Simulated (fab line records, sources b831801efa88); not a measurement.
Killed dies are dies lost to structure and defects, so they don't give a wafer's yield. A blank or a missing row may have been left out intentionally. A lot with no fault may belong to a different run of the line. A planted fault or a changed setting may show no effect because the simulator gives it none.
What tool caused it? -- flow gf180mcu -- 42 wafers from 14 lots sampled at 2 of the route's 602 steps

## WHAT EACH GAUGE READ, for each wafer
GF_TOP_METAL_THK_MEAS_06: measures by xrf. Usual: TOP_METAL_ALCU_THK gives 881 nm (standard deviation 13).
lot,measured,on,TOP_METAL_ALCU_THK (nm),flag
L543,day 27 06:55,filmMetro-01,893 869 891,
L545,day 27 22:32,filmMetro-01,880 891 871,
L546,day 28 08:05,filmMetro-04,886 899 894,
L547,day 28 20:47,filmMetro-02,879 878 895,
L548,day 28 21:56,filmMetro-01,869 890 888,
L550,day 29 18:14,filmMetro-02,873 876 861,
L551,day 29 20:48,filmMetro-02,851 854 856,
L552,day 30 00:39,filmMetro-01,893 890 884,
L554,day 30 17:55,filmMetro-01,886 888 873,
L555,day 30 23:13,filmMetro-04,868 867 869,
L562,day 32 16:44,filmMetro-02,888 878 902,
L564,day 33 06:34,filmMetro-01,894 904 890,
L565,day 33 11:54,filmMetro-01,887 901 893,
L566,day 33 18:52,filmMetro-04,867 872 856,

## WHICH TOOL RAN EACH LOT (tool, then ch and the chambers of the sampled wafers, then the start)
lot,GF_M4_STRIP_18
L543,"wetBench-03 ch 1, day 23 09:38"
L545,"wetBench-02 ch 1, day 24 03:35"
L546,"wetBench-03 ch 0, day 24 14:18"
L547,"wetBench-01 ch 2, day 25 03:14"
L548,"wetBench-02 ch 0, day 25 05:53"
L550,"wetBench-02 ch 2, day 26 03:35"
L551,"wetBench-03 ch 2, day 26 07:26"
L552,"wetBench-03 ch 3, day 26 11:59"
L554,"wetBench-03 ch 1, day 27 06:44"
L555,"wetBench-03 ch 2, day 27 12:13"
L562,"wetBench-02 ch 3, day 29 11:14"
L564,"wetBench-03 ch 0, day 30 03:37"
L565,"wetBench-02 ch 1, day 30 11:11"
L566,"wetBench-02 ch 2, day 30 18:04"
- GF_M4_STRIP_18: strips in post etch residue remover, time 1200 s.

## WHAT THE TOOLS THEMSELVES READ (means of the sampled wafers that have a number; where no wafer has one, the mark that the record gives instead)
The record holds no such reading with a usual standard deviation.

## THE ANSWER, worked out from the rows above alone
Rule: a lot is off if the mean of its wafers that have a number lies more than 3 standard deviations from the usual mean. Also off: a lot with no number at a reading for which 4 or more lots have one. The other lots that the step has rows for count as sound. Order of review: gauges by route order, followed by the tools' own readings, for which a lot's mean as printed above is used. At the first step where some lot is off, the reading lying furthest off is the one used; lots without a number count as furthest.
Nothing can be told from this: no lot is off at any reading shown.

## WHAT HAD BEEN PUT IN BY THE SIMULATOR
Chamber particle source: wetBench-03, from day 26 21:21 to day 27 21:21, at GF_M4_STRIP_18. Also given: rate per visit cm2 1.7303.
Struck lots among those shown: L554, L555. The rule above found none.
